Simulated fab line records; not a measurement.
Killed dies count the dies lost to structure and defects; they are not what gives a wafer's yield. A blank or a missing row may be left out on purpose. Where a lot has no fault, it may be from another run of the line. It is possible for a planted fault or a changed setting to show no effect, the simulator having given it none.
fab line records	flow sky130
record lots=6	wafers=18	last-day=51
route steps=708 shown GATE_OXIDE@201 POLY_GATE@204 RES_PROTECT@206 PAD_OPEN@708
lots that met no fault: from a run of the same line without faults
start-h: start of the lot's first displayed wafer, in hours after the record's first day	wait-h: time in hours since the lot's previous step	" same as the row above	L1.1+2: one row covering several wafers at once	- value missing, or start not given	* or withheld: withheld	< > ~ a bound
route shown NAME@n: NAME is a module with steps in the file, n the number in the route of the first one	usual: mean/standard deviation taken from wafers without a fault	same: alike in all rows	chamber/n: place in a boat	sites: readings site by site	_std_site: the standard deviation of these	_edge_site: inner sites' mean taken away from outer sites' mean	radius-mm: how far each site lies from the wafer's centre	mask NAME#n: copy n	behind: tool/chamber where the wafer was last shaped	hold: why the lot was held/for how many hours/how that ended	device: the transistor (n, p or np) that didn't switch	end of line: the tests these same wafers got at the end of their route	for a step that has no rows: nothing shown but its recipe	killed: count of dies lost to structure and defects at first sort (not the wafer's yield)	map: the dies of a wafer, with x for killed, . for not killed, _ for no die there
set.NAME: the run value of the setting; set.NAME@STEP: its run value at that earlier step	model.NAME: the simulator's own value behind a step, which no gauge read
a table for each step, a row for each wafer; lots at some steps of the route
services: when a tool's chamber went out of use (start-h, in hours from the record's first day, below 0 if earlier), for how many hours, and the reason
## steps
# step SKY_GATE_OXIDE_TW_MEAS_14
# usual GATE_OXIDE_TW=225.6/1.1
lot.wafer	tool	chamber	start-h	wait-h	GATE_OXIDE_TW
L675.1	film-metro-02	-	344.84	0.1	226.4
L675.2	"	-	"	"	227.3
L675.6	"	-	"	"	228.2
L677.1	film-metro-02	-	365.94	0.1	225.0
L677.2	"	-	"	"	225.8
L677.4	"	-	"	"	224.5
L684.2	film-metro-01	-	427.85	0.1	224.4
L684.4	"	-	"	"	225.6
L684.5	"	-	"	"	225.1
L685.1	film-metro-02	-	430.89	0.1	226.0
L685.3	"	-	"	"	225.6
L685.5	"	-	"	"	224.6
L691.1	film-metro-04	-	479.29	0.1	224.8
L691.4	"	-	"	"	225.7
L691.6	"	-	"	"	225.0
L695.1	film-metro-04	-	513.02	0.1	223.9
L695.2	"	-	"	"	223.1
L695.3	"	-	"	"	224.6
# step SKY_GATE_OXIDE_CLEAN_15
# recipe chemistry=SC1/SC2	mix=1:4:20	temp-c=70	time-s=150	dry=n2-spin
# step SKY_GATE_OXIDE_OXIDATION_16
# recipe temp-c=800	ambient=O2	idle-temp-c=700	ramp-up-c-per-min=10	ramp-down-c-per-min=3	stabilise-s=600	purge-s=300	target-thk-a=35.7	ox-time-s=1915
# step SKY_POLY_GATE_CVD_00
# recipe material=poly-Si	target-thk-nm=180	temp-c=620	time-s=720	pressure-mtorr=200
# step SKY_POLY_GATE_THK_MEAS_01
# recipe reads=poly-Si_of_POLY_GATE_CVD_00
# usual POLY_GATE_CVD_00_THK=180.5/1.4
lot.wafer	tool	chamber	start-h	wait-h	POLY_GATE_CVD_00_THK[nm]
L675.1	film-metro-02	-	348.94	0.0	181.5
L675.2	"	-	"	"	181.4
L675.6	"	-	"	"	181.1
L677.1	film-metro-03	-	369.76	0.0	182.2
L677.2	"	-	"	"	180.8
L677.4	"	-	"	"	182.9
L684.2	film-metro-04	-	431.38	0.0	180.6
L684.4	"	-	"	"	178.9
L684.5	"	-	"	"	180.2
L685.1	film-metro-04	-	438.14	0.0	180.5
L685.3	"	-	"	"	180.3
L685.5	"	-	"	"	180.0
L691.1	film-metro-04	-	482.14	0.0	181.9
L691.4	"	-	"	"	181.8
L691.6	"	-	"	"	180.7
L695.1	film-metro-03	-	515.86	0.0	180.3
L695.2	"	-	"	"	181.2
L695.3	"	-	"	"	181.7
# step SKY_RES_PROTECT_DEHYDRATE_00
# recipe temp-c=200	time-s=60
# step SKY_RES_PROTECT_HMDS_01
# recipe prime-time-s=60	prime-temp-c=120
# step SKY_RES_PROTECT_COAT_02
# recipe resist=NOVOLAK	spin-rpm=3000	resist-thk-nm=1140
# step SKY_RES_PROTECT_SOFTBAKE_03
# recipe temp-c=90	time-s=60	resist=NOVOLAK
# step SKY_RES_PROTECT_EXPOSE_04
# recipe mask-id=RPM	na=0.6	source-shape=conventional	sigma-outer=0.6	polarization=unpolarized	target-cd-nm=1270	dose-mj=131
# step SKY_RES_PROTECT_PEB_05
# recipe temp-c=withheld	time-s=*	resist=NOVOLAK
# step SKY_RES_PROTECT_DEVELOP_06
# recipe resist=NOVOLAK	developer=TMAH	develop-time-s=60	dev-temp-c=23
# step SKY_POLY_GATE_IMPLANT_02
# recipe species=P	energy-kev=30	dose-cm2=7.7e+15	tilt-deg=0
# usual beam-on-s=41/3.4	dose-ions-cm2=7.701e+15/8.6e+12
lot.wafer	tool	chamber	start-h	wait-h	beam-on-s	dose-ions-cm2
L675.1	implanter-01	0	377.40	0.1	45	7.689e+15
L675.2	"	0	"	"	43	7.701e+15
L675.6	"	0	"	"	47	7.696e+15
L677.1	implanter-01	0	398.20	0.1	43	7.709e+15
L677.2	"	0	"	"	44	7.699e+15
L677.4	"	0	"	"	45	7.701e+15
L684.2	implanter-01	0	462.32	0.1	28	4.809e+15
L684.4	"	0	"	"	28	4.809e+15
L684.5	"	0	"	"	27	4.813e+15
L685.1	implanter-01	0	469.15	0.1	27	4.821e+15
L685.3	"	0	"	"	29	4.811e+15
L685.5	"	0	"	"	28	4.831e+15
L691.1	implanter-03	0	513.00	0.1	37	7.709e+15
L691.4	"	0	"	"	38	7.696e+15
L691.6	"	0	"	"	39	7.709e+15
L695.1	implanter-01	0	546.20	0.1	46	7.692e+15
L695.2	"	0	"	"	45	7.687e+15
L695.3	"	0	"	"	45	7.684e+15
# step SKY_RES_PROTECT_STRIP_07
# recipe chemistry=O2/N2	power-w=1400	pressure-mtorr=1500	platen-temp-c=withheld	o2-flow-sccm=3000	n2-flow-sccm=300	overash-fraction=0.5
# usual drypump-motor-current-A=5.6/0.43	oes-product-au=0.517/0.0046	strip-time-to-endpoint-s=23.29/0.045
lot.wafer	tool	chamber	start-h	wait-h	drypump-motor-current-A	oes-product-au	rf-hours-counter-h	strip-time-to-endpoint-s
L675.1	plasma-asher-01	0	377.55	0.1	5.0	0.517	67	23.30
L675.2	"	1	"	"	5.7	0.521	67	23.26
L675.6	"	0	"	"	5.0	0.523	-	23.34
L677.1	plasma-asher-02	1	398.35	0.1	6.4	0.514	26	23.28
L677.2	"	0	"	"	5.7	0.518	26	23.24
L677.4	"	1	"	"	6.4	0.513	-	23.25
L684.2	plasma-asher-03	1	462.45	0.1	5.6	0.542	64	21.34
L684.4	"	1	"	"	5.6	0.539	-	21.40
L684.5	"	0	"	"	5.7	0.543	-	21.30
L685.1	plasma-asher-03	1	469.30	0.1	5.6	0.539	65	21.44
L685.3	"	1	"	"	5.6	0.542	-	21.36
L685.5	"	0	"	"	5.7	0.539	-	21.42
L691.1	plasma-asher-01	0	513.15	0.1	5.0	0.516	82	23.25
L691.4	"	0	"	"	5.0	0.519	-	23.22
L691.6	"	0	"	"	5.0	0.512	-	23.29
L695.1	plasma-asher-01	1	546.35	0.1	5.7	0.524	86	23.38
L695.2	"	0	"	"	5.0	0.506	86	23.39
L695.3	"	1	"	"	5.7	0.523	-	23.34
# step SKY_RES_PROTECT_TW_MEAS_08
# usual POLY_GATE_TW=4027/43
lot.wafer	tool	chamber	start-h	wait-h	POLY_GATE_TW
L675.1	film-metro-03	-	377.65	0.1	3980
L675.2	"	-	"	"	3982
L675.6	"	-	"	"	3986
L677.1	film-metro-01	-	398.45	0.1	4090
L677.2	"	-	"	"	4092
L677.4	"	-	"	"	4076
L684.2	film-metro-01	-	462.56	0.1	3927
L684.4	"	-	"	"	3947
L684.5	"	-	"	"	3913
L685.1	film-metro-03	-	469.40	0.1	3867
L685.3	"	-	"	"	3864
L685.5	"	-	"	"	3850
L691.1	film-metro-03	-	513.25	0.1	3972
L691.4	"	-	"	"	3984
L691.6	"	-	"	"	3983
L695.1	film-metro-01	-	546.45	0.1	4033
L695.2	"	-	"	"	4031
L695.3	"	-	"	"	4021
# step SKY_RES_PROTECT_CLEAN_09
# recipe chemistry=SC1/SC2	mix=1:4:20	temp-c=70	time-s=150	dry=n2-spin
# step SKY_PAD_OPEN_PROBE_99
# usual killed_at_M0_to_M3=43/7.5	killed_at_M4_up=3.2/1.9	killed-at-contacts=24/5.6	killed-at-front-end=15/4.8	killed-at-other=0.2/0.54	killed-dies=86/11	killed-open=47/7.6	killed-short=39/7.1
# same gross-dies=492	killed-at-back-side=0
lot.wafer	tool	chamber	start-h	wait-h	killed_at_M0_to_M3	killed_at_M4_up	killed-at-contacts	killed-at-front-end	killed-at-other	killed-dies	killed-open	killed-short	model.etest.res-poly.line-ohm-um	model.etest.licon-poly.rc-ohm	model.etest.res-poly.rs-ohm-sq	model.etest.res-poly.rs-ohm-sq-range	model.etest.res-poly.rs-ohm-sq-rim-less-centre	model.etest.nfet_01v8.vt-v	model.etest.nfet_01v8_swapped.vt-v	model.etest.nfet_01v8_turned.vt-v
L675.1	prober-02	-	1118.55	0.1	46	2	33	13	0	94	55	39	518.2	158.4	48.54	0.7355	0.04653	0.7083	0.7081	0.7084
L675.2	prober-02	-	1118.60	0.1	47	5	19	14	0	85	46	39	507.2	159.8	48.13	1.489	-0.7709	0.7104	0.7108	0.7137
L675.6	prober-02	-	1118.80	0.2	39	6	31	17	1	94	54	40	504.4	147.8	48.4	0.9923	0.3089	0.7094	0.7095	0.7094
L677.1	prober-01	-	1130.93	0.1	30	5	23	13	1	72	44	28	524.4	154.9	48.89	1.342	-0.2613	0.6833	0.6838	0.6883
L677.2	prober-01	-	1130.98	0.1	43	5	26	6	1	81	39	42	521	154.2	49.28	1.178	0.2198	0.6912	0.6912	0.6905
L677.4	prober-01	-	1131.08	0.2	46	3	18	18	0	85	37	48	521.2	154.8	49.13	1.571	-1.1	0.6889	0.6892	0.6895
L685.1	prober-02	-	1173.94	0.1	61	2	28	12	0	103	53	50	811.5	308	74.57	1.713	-0.6917	0.6931	0.6927	0.6921
L685.3	prober-02	-	1174.04	0.2	37	2	31	14	0	84	41	43	798	289.3	74.74	3.745	-0.4221	0.7065	0.707	0.7061
L685.5	prober-02	-	1174.14	0.2	39	2	22	17	0	80	38	42	813.3	295.7	75.52	3.654	1.134	0.7058	0.7062	0.7038
L684.2	prober-01	-	1174.47	0.1	39	2	31	8	0	80	49	31	820.2	298.2	74.64	2.399	-0.07775	0.713	0.713	0.7116
L684.4	prober-01	-	1174.57	0.2	43	3	34	20	0	100	54	46	814.8	288.3	75.77	4.559	-2.066	0.7154	0.7156	0.7161
L684.5	prober-01	-	1174.62	0.2	57	2	25	10	1	95	55	40	831.2	297.5	76.76	3.213	-1.959	0.718	0.7185	0.7153
L691.1	prober-01	-	1201.15	0.1	40	4	18	14	0	76	46	30	498.3	151.5	47.94	1.181	0.3517	0.6944	0.6947	0.6918
L691.4	prober-01	-	1201.30	0.2	29	6	19	17	0	71	29	42	500.2	146.9	46.92	1.459	0.3688	0.6941	0.6941	0.6939
L691.6	prober-01	-	1201.40	0.2	38	1	24	26	0	89	57	32	490.4	144.5	48.12	1.998	1.543	0.6999	0.6998	0.6995
L695.1	prober-01	-	1219.38	0.1	42	6	20	12	0	80	49	31	521.8	151.9	48.74	0.4811	0.1504	0.7019	0.7018	0.7029
L695.2	prober-01	-	1219.43	0.1	32	4	15	8	0	59	37	22	520.7	151.1	48.69	1.191	-0.3662	0.7094	0.7099	0.7061
L695.3	prober-01	-	1219.48	0.2	39	1	19	13	0	72	40	32	526.4	145.2	49.05	0.5192	-0.01743	0.7064	0.7063	0.7086
# killed by level:class
L675.1 CONTACT:geometric-particle:open=15 VIA1:geometric-particle:open=10 VIA2:geometric-particle:open=8 LI_CONTACT:geometric-particle:open=7 CONTACT:geometric-particle:short=7 METAL2:geometric-particle:short=6 METAL1:geometric-particle:short=6 FIELD_ISO:geometric-particle:short=4
L675.2 VIA2:geometric-particle:open=10 CONTACT:geometric-particle:open=8 VIA1:geometric-particle:open=8 VIA1:geometric-particle:short=7 FIELD_ISO:geometric-particle:open=5 METAL2:geometric-particle:short=5 METAL3:geometric-particle:short=5 VIA3:geometric-particle:open=4
L675.6 LI_CONTACT:geometric-particle:open=11 VIA1:geometric-particle:open=9 CONTACT:geometric-particle:open=9 VIA3:geometric-particle:open=7 METAL4:geometric-particle:short=6 FIELD_ISO:geometric-particle:open=4 VIA2:geometric-particle:open=4 CONTACT:geometric-particle:short=4
L677.1 CONTACT:geometric-particle:open=8 VIA3:geometric-particle:open=7 FIELD_ISO:geometric-particle:open=6 LI_CONTACT:geometric-particle:open=6 VIA1:geometric-particle:open=6 LOCAL_INTERCONNECT:geometric-particle:short=5 CONTACT:geometric-particle:short=4 VIA2:geometric-particle:open=4
L677.2 LI_CONTACT:geometric-particle:open=10 VIA1:geometric-particle:open=8 METAL3:geometric-particle:short=8 VIA3:geometric-particle:open=8 METAL2:geometric-particle:short=6 CONTACT:geometric-particle:open=5 CONTACT:geometric-particle:short=5 METAL4:geometric-particle:short=4
L677.4 VIA2:geometric-particle:short=8 VIA1:geometric-particle:open=8 LOCAL_INTERCONNECT:geometric-particle:short=6 CONTACT:geometric-particle:open=6 METAL1:geometric-particle:short=5 METAL2:geometric-particle:short=5 VIA3:geometric-particle:open=5 FIELD_ISO:geometric-particle:open=4
L685.1 CONTACT:geometric-particle:open=14 VIA1:geometric-particle:open=10 VIA2:geometric-particle:open=9 METAL1:geometric-particle:short=7 METAL2:geometric-particle:short=7 VIA3:geometric-particle:open=6 VIA2:geometric-particle:short=6 LI_CONTACT:geometric-particle:short=5
L685.3 CONTACT:geometric-particle:open=13 POLY_GATE:geometric-particle:short=8 VIA1:geometric-particle:open=7 METAL1:geometric-particle:short=6 FIELD_ISO:geometric-particle:open=5 LI_CONTACT:geometric-particle:open=5 LOCAL_INTERCONNECT:geometric-particle:short=5 CONTACT:geometric-particle:short=5
L685.5 VIA1:geometric-particle:open=12 METAL2:geometric-particle:short=9 FIELD_ISO:geometric-particle:short=7 LI_CONTACT:geometric-particle:open=6 CONTACT:geometric-particle:short=6 CONTACT:geometric-particle:open=5 VIA1:geometric-particle:short=4 VIA2:geometric-particle:open=4
L684.2 CONTACT:geometric-particle:open=13 VIA1:geometric-particle:open=13 CONTACT:geometric-particle:short=9 LI_CONTACT:geometric-particle:open=6 VIA3:geometric-particle:open=5 VIA2:geometric-particle:open=4 VIA1:geometric-particle:short=4 METAL2:geometric-particle:short=3
L684.4 CONTACT:geometric-particle:open=20 VIA1:geometric-particle:short=10 VIA1:geometric-particle:open=8 METAL2:geometric-particle:short=8 VIA2:geometric-particle:open=7 FIELD_ISO:geometric-particle:open=5 LI_CONTACT:geometric-particle:open=5 FIELD_ISO:geometric-particle:short=4
L684.5 VIA1:geometric-particle:open=12 VIA1:geometric-particle:short=10 VIA3:geometric-particle:open=9 VIA2:geometric-particle:open=8 CONTACT:geometric-particle:open=8 METAL2:geometric-particle:short=7 LI_CONTACT:geometric-particle:open=5 CONTACT:geometric-particle:short=5
L691.1 VIA3:geometric-particle:open=10 CONTACT:geometric-particle:open=8 VIA1:geometric-particle:open=8 FIELD_ISO:geometric-particle:open=6 POLY_GATE:geometric-particle:open=5 VIA1:geometric-particle:short=5 LI_CONTACT:geometric-particle:short=4 METAL1:geometric-particle:short=4
L691.4 METAL1:geometric-particle:short=9 FIELD_ISO:geometric-particle:short=8 LI_CONTACT:geometric-particle:open=6 CONTACT:geometric-particle:open=5 VIA3:geometric-particle:open=5 VIA1:geometric-particle:short=5 CONTACT:geometric-particle:short=4 POLY_GATE:geometric-particle:short=3
L691.6 LI_CONTACT:geometric-particle:open=11 VIA2:geometric-particle:open=9 VIA3:geometric-particle:open=9 FIELD_ISO:geometric-particle:short=8 CONTACT:geometric-particle:open=8 POLY_GATE:geometric-particle:open=6 VIA1:geometric-particle:open=6 FIELD_ISO:geometric-particle:open=5
L695.1 VIA1:geometric-particle:open=11 FIELD_ISO:geometric-particle:open=6 VIA2:geometric-particle:open=6 LI_CONTACT:geometric-particle:open=6 LOCAL_INTERCONNECT:geometric-particle:short=5 CONTACT:geometric-particle:open=5 METAL2:geometric-particle:short=4 METAL4:geometric-particle:short=4
L695.2 VIA1:geometric-particle:open=11 LI_CONTACT:geometric-particle:open=7 VIA2:geometric-particle:open=5 VIA3:geometric-particle:open=5 FIELD_ISO:geometric-particle:short=3 FIELD_ISO:geometric-particle:open=3 LOCAL_INTERCONNECT:geometric-particle:short=3 CONTACT:geometric-particle:open=3
L695.3 VIA1:geometric-particle:open=11 CONTACT:geometric-particle:open=7 METAL1:geometric-particle:short=5 VIA2:geometric-particle:open=5 METAL2:geometric-particle:short=5 POLY_GATE:geometric-particle:short=4 LI_CONTACT:geometric-particle:open=4 POLY_GATE:geometric-particle:open=3
## services
tool	chamber	start-h	hours	kind
implanter-01	-	369.62	4.0	pm
implanter-03	-	382.02	4.3	repair
implanter-03	-	386.29	3.3	pm
implanter-03	-	399.62	3.4	repair
plasma-asher-02	-	430.04	33.2	repair
implanter-03	-	435.14	2.1	repair
plasma-asher-02	-	454.51	1.5	repair
implanter-03	-	466.76	1.3	repair
plasma-asher-01	-	489.92	2.8	repair
plasma-asher-02	-	540.25	4.5	repair
## key
first-sign step=SKY_POLY_GATE_IMPLANT_02	reading=dose-ions-cm2	direction=down	sigmas=99+	usual=*	struck=*
effect step=SKY_POLY_GATE_IMPLANT_02	reading=beam-on-s	direction=down	sigmas=3.9	usual=41	struck=28
effect step=SKY_RES_PROTECT_STRIP_07	reading=strip-time-to-endpoint-s	direction=down	sigmas=43	usual=*	struck=*
effect step=SKY_RES_PROTECT_TW_MEAS_08	reading=POLY_GATE_TW	direction=down	sigmas=3.1	usual=4027	struck=3894
model-effect step=SKY_PAD_OPEN_PROBE_99	value=etest.res-poly.line-ohm-um	without=518.4	struck=814.8
met-at SKY_POLY_GATE_IMPLANT_02
struck-wafers L684.2,L684.4,L684.5,L685.1,L685.3,L685.5
tester-left-out L684,L685
onset-between 398.20 462.32
fault kind=process-parameter-drift	tool=implanter-01	chamber=-	onset-h=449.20	steps=SKY_POLY_GATE_IMPLANT_02	channel=dose-cm2	offset=*	shape=step	end-h=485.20	acts-in=*	stated=*
# tester-left-out: of these lots the tester's yield and bins aren't shown, on N5 and GAA mostly nor the transistor test; their killed dies are dies lost to structure and defects alone, not to doping, threshold or leakage, so they don't give the yield
